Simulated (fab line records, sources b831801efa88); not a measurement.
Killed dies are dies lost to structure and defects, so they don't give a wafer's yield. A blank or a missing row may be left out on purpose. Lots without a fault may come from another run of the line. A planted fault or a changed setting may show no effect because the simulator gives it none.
One fault seen from 2 desks | flow sfq_line | each desk has only its own numbers; what lay behind them comes last

THE TOOL OWNER'S DESK: litho_track-04
The tool's own readings at SFQ_TRILAYER_M3_LITHO_COAT_080 (resist thk 62 nm): means of the sampled wafers that have a number, for each lot that ran on this tool. A lot is out of limits, marked OUT, if its mean lies more than 4 standard deviations from the usual mean; the brackets give that distance.
Columns: A = spin_speed_rpm at SFQ_TRILAYER_M3_LITHO_COAT_080, usual 2999.6 rpm
lot  | first seen here | A
L572 | day 39 11:53    | 3188.1 (+75) OUT
L573 | day 39 16:28    | 3184.9 (+74) OUT
L583 | day 43 02:55    | 3001.2
This desk's finding: out of limits on L572, L573; first on L572, day 39 11:53 (spin_speed_rpm at SFQ_TRILAYER_M3_LITHO_COAT_080). In limits: L583.

THE METROLOGY DESK
What the gauges read, lot by lot, whatever tool the lot ran on: means of the sampled wafers that have a number. A lot is out of limits, marked OUT, if its mean lies more than 4 standard deviations from the usual mean; the brackets give that distance.
Columns: A = I2_OVL at SFQ_I2_OVL_MEAS_918, usual -3 nm; B = M3_NB_RS at SFQ_M3_RS_MEAS_919, usual 0.885 ohm/sq; C = M3_OVL at SFQ_M3_OVL_MEAS_921, usual -4 nm
lot  | first seen here | A   | B     | C
L572 | day 39 10:24    | -7  | 0.886 | -5
L573 | day 39 15:12    | -1  | 0.879 | -1
L581 | day 42 13:03    | -4  | 0.892 | -8
L582 | day 42 16:39    | 7   | 0.901 | -7
L583 | day 43 01:03    | 2   | 0.898 | -6
L584 | day 43 04:39    | -11 | 0.886 | 5
This desk's finding: nothing out of limits on any of the 6 lots.

PUT TOGETHER
The tool owner's desk could have raised an alarm at day 39 11:53, on L572, L573.
The metrology desk saw nothing out of limits.
The metrology desk has L572, L573 on record, within its limits.
Of the lots named, all ran SFQ_TRILAYER_M3_LITHO_COAT_080 on litho_track-04.

WHAT THE SIMULATOR HAD PUT IN
Process parameter drift: litho_track-04, from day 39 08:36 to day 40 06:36, at SFQ_TRILAYER_M3_LITHO_COAT_080. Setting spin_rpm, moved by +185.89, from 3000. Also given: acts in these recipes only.
Lots struck among those shown: L572, L573.
Hours from the fault's start to each desk's first reading out of limits: the tool owner's desk, 3.
